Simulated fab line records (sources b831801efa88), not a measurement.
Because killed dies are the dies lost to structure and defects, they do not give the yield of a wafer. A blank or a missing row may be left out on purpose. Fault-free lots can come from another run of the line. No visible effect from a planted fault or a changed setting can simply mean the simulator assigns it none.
fab line records | flow sky130
record lots=12 wafers=36 lastDay=50
route steps=708 shown METAL2@486 VIA2@527 METAL3@569 VIA3@597 PAD_OPEN@708
lots that met no fault: taken from a fault-free run of the same line
startH: hours from the record's opening day to when the first of the lot's shown wafers began | waitH: hours since the lot's step before | " as in the row above | L1.1+2: several wafers, shown together as one row | - either no value or no given start | * or withheld: withheld | < > ~ a bound
route shown NAME@n: NAME is a module with steps in the file, n the number in the route of the first one | usual: mean/standard deviation taken from wafers without a fault | same: alike in all rows | chamber/n: place in a boat | sites: the reading at each site | _std_site: how widely they spread, as a standard deviation | _edge_site: mean of outer sites minus mean of inner sites | radiusMm: how far each site lies from the wafer's centre | mask NAME#n: copy n | behind: the last tool/chamber to shape the wafer | hold: what put the lot on hold/how long, in hours/how the hold closed | device: the transistor (n, p or np) that didn't switch | end of line: tests of these same wafers at the route's end | where a step has no rows: the recipe by itself | killed: count of dies lost to structure and defects at first sort (not the wafer's yield) | map: shows each die of a wafer: x if killed, . if not, _ if none is there
set.NAME: the setting the step ran with; set.NAME@STEP: the setting that earlier step ran with | model.NAME: the simulator's own value behind a step, which no gauge read
steps of the route over a sample of lots; a table a step, a row a wafer
services: when a tool's chamber went out of use (startH, in hours from the record's first day, below 0 if earlier), for how many hours, and the reason
## steps
# step SKY_METAL2_SPUTTER_03
# recipe material=Ti targetThkNm=5 powerW=3000 timeS=3.3 chamberPressurePa=0.4
# usual throttleValvePct=29.6/0.99
# columns lot.wafer tool chamber startH waitH throttleValvePct
L612.1 pvdSputter-03 - 791.96 0.0 30.2
L612.3 " - " " 30.9
L612.5 " - " " 31.2
L613.1 pvdSputter-03 - 807.17 0.0 30.9
L613.3 " - " " 30.2
L613.4 " - " " 30.1
L614.2 pvdSputter-01 - 809.98 0.0 28.4
L614.3 " - " " 28.8
L614.4 " - " " 31.0
L615.2 pvdSputter-01 - 818.18 0.0 28.6
L615.3 " - " " 28.5
L615.5 " - " " 28.6
L616.1 pvdSputter-01 - 820.84 0.0 28.8
L616.5 " - " " 28.2
L616.6 " - " " 28.6
L617.3 pvdSputter-03 - 841.68 0.0 29.7
L617.4 " - " " 30.1
L617.5 " - " " 30.1
L621.1 pvdSputter-02 - 867.23 0.0 30.2
L621.3 " - " " 28.4
L621.4 " - " " 28.2
L625.2 pvdSputter-03 - 899.22 0.0 30.2
L625.3 " - " " 30.6
L625.5 " - " " 30.6
L628.2 pvdSputter-02 - 920.28 0.0 28.5
L628.4 " - " " 28.0
L628.6 " - " " 28.5
L626.2 pvdSputter-02 - 923.67 0.0 28.2
L626.5 " - " " 30.2
L626.6 " - " " 28.5
L633.3 pvdSputter-01 - 953.34 0.0 31.0
L633.4 " - " " 28.6
L633.5 " - " " 28.6
L634.2 pvdSputter-02 - 974.17 0.0 31.1
L634.3 " - " " 30.1
L634.4 " - " " 28.7
# step SKY_VIA2_SPUTTER_20
# recipe material=TiN targetThkNm=20 chamberPressurePa=5 powerW=4000 timeS=80
# usual throttleValvePct=29.7/1.1
# columns lot.wafer tool chamber startH waitH throttleValvePct
L612.1 pvdSputter-02 - 847.69 0.0 30.5
L612.3 " - " " 28.5
L612.5 " - " " 30.3
L613.1 pvdSputter-04 - 861.97 0.0 30.0
L613.3 " - " " 30.9
L613.4 " - " " 31.1
L614.2 pvdSputter-04 - 864.38 0.0 30.9
L614.3 " - " " 29.1
L614.4 " - " " 31.3
L615.2 pvdSputter-04 - 872.66 0.0 29.8
L615.3 " - " " 29.0
L615.5 " - " " 30.8
L616.1 pvdSputter-01 - 875.55 0.0 30.6
L616.5 " - " " 29.0
L616.6 " - " " 31.0
L617.3 pvdSputter-04 - 895.01 0.0 28.9
L617.4 " - " " 31.3
L617.5 " - " " 29.8
L621.1 pvdSputter-04 - 920.88 0.0 28.8
L621.3 " - " " 30.1
L621.4 " - " " 30.8
L625.2 pvdSputter-01 - 951.24 0.0 30.9
L625.3 " - " " 28.4
L625.5 " - " " 28.4
L628.2 pvdSputter-04 - 972.00 0.0 31.2
L628.4 " - " " 29.0
L628.6 " - " " 31.2
L626.2 pvdSputter-01 - 974.90 0.0 31.0
L626.5 " - " " 31.0
L626.6 " - " " 28.5
L633.3 pvdSputter-01 - 1004.10 0.0 28.8
L633.4 " - " " 28.6
L633.5 " - " " 28.4
L634.2 pvdSputter-04 - 1023.08 0.0 31.3
L634.3 " - " " 28.8
L634.4 " - " " 29.9
# step SKY_METAL3_STRIP_19
# recipe chemistry=O2/N2 powerW=1400 pressureMtorr=1500 platenTempC=withheld o2FlowSccm=3000 n2FlowSccm=300 overashFraction=0.5
# usual drypumpMotorCurrentA=5.58/0.27 oesProductAu=0.504/0.0049 stripTimeToEndpointS=6.57/0.061
# columns lot.wafer tool chamber startH waitH drypumpMotorCurrentA oesProductAu rfHoursCounterH stripTimeToEndpointS
L612.1 plasmaAsher-02 1 901.27 0.1 5.61 0.505 74 6.64
L612.3 " 1 " " 5.58 0.509 - 6.60
L612.5 " 0 " " 5.26 0.505 - 6.52
L613.1 plasmaAsher-04 1 914.80 0.1 6.12 0.503 111 6.43
L613.3 " 0 " " 5.72 0.496 - 6.48
L613.4 " 1 " " 6.11 0.502 - 6.53
L614.2 plasmaAsher-04 1 917.10 0.1 6.08 0.519 111 6.59
L614.3 " 1 " " 6.11 0.507 - 6.66
L614.4 " 0 " " 5.69 0.502 - 6.51
L615.2 plasmaAsher-02 0 926.12 0.1 5.29 0.510 76 6.61
L615.3 " 1 " " 5.62 0.509 - 6.63
L615.5 " 0 " " 5.31 0.509 - 6.68
L616.1 plasmaAsher-02 1 928.42 0.1 5.61 0.512 76 6.62
L616.5 " 0 " " 5.24 0.494 - 6.56
L616.6 " 1 " " 5.59 0.507 - 6.59
L617.3 plasmaAsher-03 0 946.95 0.1 5.31 0.507 - 6.58
L617.4 " 1 " " 5.72 0.513 - 6.58
L617.5 " 1 " " 5.72 0.503 - 6.56
L621.1 plasmaAsher-04 1 972.62 0.1 6.14 0.506 117 6.52
L621.3 " 0 " " 5.74 0.507 - 6.64
L621.4 " 1 " " 6.11 0.507 - 6.55
L625.2 plasmaAsher-04 1 1001.17 0.1 6.06 0.505 121 6.63
L625.3 " 0 " " 5.71 0.500 - 6.55
L625.5 " 0 " " 5.69 0.505 - 6.59
L628.2 plasmaAsher-03 0 1019.97 0.1 5.30 0.503 62 6.54
L628.4 " 1 " " 5.74 0.507 - 6.46
L628.6 " 0 " " 5.32 0.496 - 6.50
L626.2 plasmaAsher-03 1 1023.36 0.1 5.75 0.508 62 6.59
L626.5 " 0 " " 5.31 0.515 - 6.64
L626.6 " 1 " " 5.75 0.502 - 6.57
L633.3 plasmaAsher-02 1 1051.76 0.1 5.61 0.506 - 6.55
L633.4 " 0 " " 5.27 0.506 - 6.54
L633.5 " 1 " " 5.63 0.497 - 6.55
L634.2 plasmaAsher-04 1 1070.07 0.1 6.09 0.500 0 6.51
L634.3 " 1 " " 6.09 0.506 - 6.50
L634.4 " 0 " " 5.75 0.495 - 6.47
# step SKY_VIA3_CMP_24
# recipe stopOn=SiO2 tOverpolishS=20 downForcePsi=3.5 platenRpm=60 targetThkNm=0 padVelocityMS=0.94248
# usual motorCurrentA=10.6/0.82 overpolishRunS=20.001/0.0096 timeToEndpointS=93/3.7
# columns lot.wafer tool chamber startH waitH motorCurrentA overpolishRunS timeToEndpointS
L612.1 cmp-01 0 928.53 0.1 10.2 19.998 94
L612.3 " 1 " " 10.7 20.012 94
L612.5 " 1 " " 11.3 19.995 94
L613.4 cmp-01 2 941.95 0.1 10.6 20.005 98
L613.1 " 3 " " 10.5 20.017 93
L613.3 " 0 " " 10.5 20.012 91
L614.2 cmp-02 1 944.53 0.0 9.9 20.006 93
L614.3 " 3 " " 9.9 19.995 89
L614.4 " 0 " " 10.6 20.020 91
L615.3 cmp-01 1 953.58 0.1 11.6 19.991 91
L615.2 " 2 " " 10.3 19.998 90
L615.5 " 0 " " 10.4 20.018 92
L616.1 cmp-01 0 955.76 0.1 10.8 19.998 95
L616.5 " 0 " " 11.2 19.996 97
L616.6 " 1 " " 11.8 19.996 95
L617.3 cmp-01 0 973.53 0.1 10.1 20.017 99
L617.4 " 2 " " 10.2 20.028 95
L617.5 " 0 " " 10.0 19.994 95
L621.1 cmp-01 1 998.85 0.1 11.4 20.009 94
L621.4 " 2 " " 10.5 20.003 94
L621.3 " 0 " " 10.5 19.984 92
L625.2 cmp-02 0 1027.52 0.1 10.6 20.003 92
L625.3 " 1 " " 9.8 19.979 97
L625.5 " 3 " " 9.2 20.009 100
L628.2 cmp-01 3 1044.03 0.0 10.8 20.009 89
L628.4 " 2 " " 9.8 20.007 92
L628.6 " 3 " " 10.1 20.008 87
L626.2 cmp-01 3 1048.49 0.1 10.7 20.002 90
L626.6 " 1 " " 11.7 19.989 93
L626.5 " 2 " " 9.9 19.998 92
L633.3 cmp-01 2 1076.63 0.1 10.2 20.000 94
L633.4 " 3 " " 10.4 20.002 90
L633.5 " 2 " " 10.5 20.007 87
L634.3 cmp-01 3 1093.48 0.0 10.9 19.987 89
L634.2 " 1 " " 11.3 20.007 96
L634.4 " 2 " " 9.8 20.002 93
# step SKY_PAD_OPEN_PROBE_99
# usual defectLimitedYield=83.0/1.9 killed_at_M0_to_M3=43/6.9 killed_at_M4_up=3.1/1.9 killedAtContacts=24/5.4 killedAtFrontEnd=14/4.3 killedAtOther=0.3/0.53 killedDies=84/9.5 killedOnRim=16/4.1 killedOpen=46/6.8 killedShort=38/6 sort_bin_3_pad_short=0.9/0.46 sort_bin_5_function=10.0/1.4 sort_bin_6_memory=6.1/1.1 sortNPass=408/9.5 sortYieldPct=83.0/1.9
# same grossDies=492 killedAtBackSide=0 sort_bin_4_leakage[%]=0 sort_bin_8_speed[%]=0
# columns lot.wafer tool chamber startH waitH defectLimitedYield[%] killed_at_M0_to_M3 killed_at_M4_up killedAtContacts killedAtFrontEnd killedAtOther killedDies killedOnRim killedOpen killedShort sort_bin_3_pad_short[%] sort_bin_5_function[%] sort_bin_6_memory[%] sortNPass sortYieldPct[%]
L613.1 prober-01 - 1081.90 0.1 81.5 42 8 26 15 0 91 17 52 38 0.6 10.0 7.9 401 81.5
L613.3 prober-01 - 1082.00 0.2 77.4 60 9 27 15 0 111 20 64 47 0.8 13.0 8.7 381 77.4
L613.4 prober-01 - 1082.05 0.2 82.3 48 2 18 19 0 87 12 49 38 1.2 8.9 7.5 405 82.3
L615.2 prober-01 - 1096.45 0.1 85.8 40 3 22 5 0 70 13 37 33 1.4 8.3 4.5 422 85.8
L615.3 prober-01 - 1096.50 0.2 83.1 43 2 20 17 1 83 22 41 42 0.6 10.0 6.3 409 83.1
L615.5 prober-01 - 1096.60 0.2 83.5 31 3 23 24 0 81 18 33 48 1.8 9.6 5.1 411 83.5
L617.3 prober-02 - 1111.45 0.2 83.5 44 4 22 11 0 81 13 44 37 1.4 7.5 7.5 411 83.5
L617.4 prober-02 - 1111.50 0.2 85.2 45 5 13 10 0 73 19 34 39 1.4 9.8 3.7 419 85.2
L617.5 prober-02 - 1111.55 0.2 83.1 51 2 17 13 0 83 21 44 39 0.8 10.0 6.1 409 83.1
L621.1 prober-01 - 1132.01 0.1 85.4 35 1 25 11 0 72 17 42 29 0 10.0 4.7 420 85.4
L621.3 prober-01 - 1132.11 0.2 82.1 43 1 34 10 0 88 15 50 38 0.8 10.4 6.7 404 82.1
L621.4 prober-01 - 1132.16 0.2 83.7 39 3 27 11 0 80 18 44 36 0.8 8.3 7.1 412 83.7
L625.2 prober-01 - 1157.19 0.1 32.1 314 0 13 7 0 334 62 25 15 4.1 46.1 17.7 158 32.1
L625.3 prober-01 - 1157.24 0.2 80.5 43 2 27 24 0 96 25 56 40 1.4 11.6 6.5 396 80.5
L625.5 prober-01 - 1157.34 0.2 82.3 47 5 22 13 0 87 18 50 36 1.4 10.2 6.1 405 82.3
L628.2 prober-02 - 1168.86 0.1 81.7 42 5 20 22 1 90 19 44 46 0.8 11.2 6.3 402 81.7
L628.4 prober-02 - 1168.96 0.2 83.5 39 5 18 19 0 81 19 41 40 0.6 9.1 6.7 411 83.5
L628.6 prober-02 - 1169.06 0.2 82.9 42 1 21 19 1 84 20 45 39 0.4 10.2 6.5 408 82.9
L626.2 prober-01 - 1171.77 0.1 83.7 42 5 22 11 0 80 14 49 31 0.2 9.8 6.3 412 83.7
L626.5 prober-01 - 1171.92 0.2 86.4 33 2 20 12 0 67 9 31 36 1.2 8.1 4.3 425 86.4
L626.6 prober-01 - 1171.97 0.2 79.5 59 2 29 11 0 101 24 56 45 0.6 10.8 9.1 391 79.5
# killed by level:class
L613.1 LI_CONTACT:geometricParticle:open=10 VIA1:geometricParticle:open=10 METAL2:geometricParticle:short=9 VIA2:geometricParticle:open=8 CONTACT:geometricParticle:open=7 METAL4:geometricParticle:short=7 POLY_GATE:geometricParticle:open=4 LOCAL_INTERCONNECT:geometricParticle:short=4
L613.3 VIA1:geometricParticle:open=13 VIA2:geometricParticle:open=12 VIA1:geometricParticle:short=8 LI_CONTACT:geometricParticle:open=7 FIELD_ISO:geometricParticle:open=6 LOCAL_INTERCONNECT:geometricParticle:short=6 CONTACT:geometricParticle:open=6 METAL2:geometricParticle:short=6
L613.4 VIA2:geometricParticle:open=10 VIA1:geometricParticle:open=9 METAL1:geometricParticle:short=8 POLY_GATE:geometricParticle:short=7 LI_CONTACT:geometricParticle:open=6 VIA1:geometricParticle:short=6 VIA3:geometricParticle:open=6 CONTACT:geometricParticle:open=5
L615.2 VIA1:geometricParticle:open=15 CONTACT:geometricParticle:short=7 CONTACT:geometricParticle:open=6 VIA1:geometricParticle:short=4 VIA2:geometricParticle:short=4 LI_CONTACT:geometricParticle:open=3 LOCAL_INTERCONNECT:geometricParticle:short=3 METAL4:geometricParticle:short=3
L615.3 FIELD_ISO:geometricParticle:open=9 VIA1:geometricParticle:open=7 METAL1:geometricParticle:short=7 VIA2:geometricParticle:short=6 VIA2:geometricParticle:open=6 FIELD_ISO:geometricParticle:short=5 LOCAL_INTERCONNECT:geometricParticle:short=5 CONTACT:geometricParticle:open=5
L615.5 FIELD_ISO:geometricParticle:short=7 VIA2:geometricParticle:open=7 FIELD_ISO:geometricParticle:open=6 CONTACT:geometricParticle:short=6 METAL1:geometricParticle:short=6 POLY_GATE:geometricParticle:short=5 LOCAL_INTERCONNECT:geometricParticle:short=5 LI_CONTACT:geometricParticle:open=5
L617.3 CONTACT:geometricParticle:open=11 VIA1:geometricParticle:open=10 VIA2:geometricParticle:open=7 VIA1:geometricParticle:short=5 METAL2:geometricParticle:short=5 FIELD_ISO:geometricParticle:short=4 VIA3:geometricParticle:open=4 LOCAL_INTERCONNECT:geometricParticle:short=4
L617.4 VIA1:geometricParticle:open=10 VIA3:geometricParticle:open=8 METAL2:geometricParticle:short=6 METAL4:geometricParticle:short=5 LI_CONTACT:geometricParticle:open=5 VIA2:geometricParticle:short=5 CONTACT:geometricParticle:open=4 METAL1:geometricParticle:short=4
L617.5 VIA1:geometricParticle:open=12 VIA2:geometricParticle:open=9 CONTACT:geometricParticle:open=8 METAL1:geometricParticle:short=6 VIA1:geometricParticle:short=6 VIA3:geometricParticle:open=6 FIELD_ISO:geometricParticle:short=5 LI_CONTACT:geometricParticle:open=4
L621.1 LI_CONTACT:geometricParticle:open=11 VIA1:geometricParticle:open=9 CONTACT:geometricParticle:open=7 VIA3:geometricParticle:open=7 CONTACT:geometricParticle:short=5 VIA1:geometricParticle:short=4 FIELD_ISO:geometricParticle:short=3 POLY_GATE:geometricParticle:short=3
L621.3 CONTACT:geometricParticle:open=13 VIA1:geometricParticle:open=12 LI_CONTACT:geometricParticle:open=9 METAL2:geometricParticle:short=6 LI_CONTACT:geometricParticle:short=6 VIA3:geometricParticle:short=6 VIA2:geometricParticle:open=5 VIA3:geometricParticle:open=4
L621.4 LI_CONTACT:geometricParticle:open=10 CONTACT:geometricParticle:open=10 LOCAL_INTERCONNECT:geometricParticle:short=6 VIA3:geometricParticle:short=6 VIA1:geometricParticle:open=5 VIA1:geometricParticle:short=5 VIA2:geometricParticle:open=5 VIA3:geometricParticle:open=5
L625.2 VIA3:unspecified=293 CONTACT:geometricParticle:open=6 VIA1:geometricParticle:open=5 VIA3:geometricParticle:open=4 METAL2:geometricParticle:short=3 LI_CONTACT:geometricParticle:open=3 CONTACT:geometricParticle:short=2 METAL1:geometricParticle:short=2
L625.3 VIA1:geometricParticle:open=10 CONTACT:geometricParticle:open=9 VIA3:geometricParticle:open=8 FIELD_ISO:geometricParticle:open=7 FIELD_ISO:geometricParticle:short=7 VIA2:geometricParticle:open=7 LOCAL_INTERCONNECT:geometricParticle:short=7 LI_CONTACT:geometricParticle:open=6
L625.5 VIA3:geometricParticle:open=10 LI_CONTACT:geometricParticle:open=9 VIA1:geometricParticle:open=7 FIELD_ISO:geometricParticle:open=6 CONTACT:geometricParticle:open=6 VIA1:geometricParticle:short=6 VIA2:geometricParticle:open=6 METAL1:geometricParticle:short=5
L628.2 VIA1:geometricParticle:open=11 LI_CONTACT:geometricParticle:open=8 VIA1:geometricParticle:short=7 FIELD_ISO:geometricParticle:short=6 POLY_GATE:geometricParticle:short=5 VIA3:geometricParticle:open=5 FIELD_ISO:geometricParticle:open=4 VIA2:geometricParticle:short=4
L628.4 VIA1:geometricParticle:open=12 VIA2:geometricParticle:short=7 POLY_GATE:geometricParticle:open=5 LI_CONTACT:geometricParticle:short=5 VIA3:geometricParticle:open=5 LOCAL_INTERCONNECT:geometricParticle:short=4 CONTACT:geometricParticle:open=4 VIA2:geometricParticle:open=4
L628.6 VIA1:geometricParticle:open=17 LI_CONTACT:geometricParticle:open=9 FIELD_ISO:geometricParticle:short=7 METAL2:geometricParticle:short=5 POLY_GATE:geometricParticle:open=4 POLY_GATE:geometricParticle:short=4 CONTACT:geometricParticle:short=4 CONTACT:geometricParticle:open=4
L626.2 VIA1:geometricParticle:open=11 CONTACT:geometricParticle:open=9 LI_CONTACT:geometricParticle:open=8 VIA3:geometricParticle:open=8 VIA3:geometricParticle:short=5 POLY_GATE:geometricParticle:short=4 VIA2:geometricParticle:open=4 METAL4:geometricParticle:short=4
L626.5 METAL2:geometricParticle:short=8 CONTACT:geometricParticle:open=8 VIA1:geometricParticle:open=7 METAL1:geometricParticle:short=6 FIELD_ISO:geometricParticle:short=5 LI_CONTACT:geometricParticle:open=4 LOCAL_INTERCONNECT:geometricParticle:short=4 VIA2:geometricParticle:open=4
L626.6 VIA1:geometricParticle:open=17 CONTACT:geometricParticle:open=11 METAL1:geometricParticle:short=9 VIA2:geometricParticle:open=7 VIA3:geometricParticle:open=7 LI_CONTACT:geometricParticle:open=6 METAL2:geometricParticle:short=6 CONTACT:geometricParticle:short=5
## services
# columns tool chamber startH hours kind
plasmaAsher-03 - 801.79 5.6 repair
cmp-01 - 804.41 1.6 repair
cmp-02 - 820.18 0.4 repair
pvdSputter-04 - 827.77 0.7 repair
pvdSputter-02 - 850.71 7.7 repair
pvdSputter-04 - 851.90 3.4 repair
plasmaAsher-03 - 854.29 2.8 pm
plasmaAsher-02 - 870.63 9.2 repair
cmp-01 - 887.65 1.0 repair
cmp-02 - 893.31 0.8 repair
cmp-02 - 911.78 5.5 pm
cmp-01 - 912.00 4.0 pm
pvdSputter-04 - 930.40 5.9 repair
pvdSputter-03 - 938.90 3.0 repair
pvdSputter-03 - 974.23 3.2 repair
cmp-01 - 983.23 4.0 repair
pvdSputter-02 - 986.64 3.1 repair
plasmaAsher-03 - 1036.43 1.5 repair
pvdSputter-01 - 1049.50 9.5 repair
pvdSputter-01 - 1052.49 3.2 repair
plasmaAsher-04 - 1055.27 9.0 pm
plasmaAsher-03 - 1065.78 2.9 repair
plasmaAsher-03 - 1068.72 15.6 pm
pvdSputter-04 - 1078.37 1.7 repair
## key
firstSign step=SKY_PAD_OPEN_PROBE_99 reading=killed_at_M0_to_M3 direction=up sigmas=39 usual=43 struck=314
effect step=SKY_PAD_OPEN_PROBE_99 reading=sort_bin_5_function direction=up sigmas=26 usual=10.0 struck=46.1
metAt SKY_VIA3_CMP_24
struckLots L625
struckWafers L625.2
notActingAt SKY_METAL2_SPUTTER_03,SKY_VIA2_SPUTTER_20,SKY_METAL3_STRIP_19
onsetBetween 944.53 1027.52
fault kind=chamberParticleSource tool=cmp-02 chamber=0 onsetH=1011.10 steps=SKY_VIA3_CMP_24 ratePerVisitCm2=1.8994 endH=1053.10
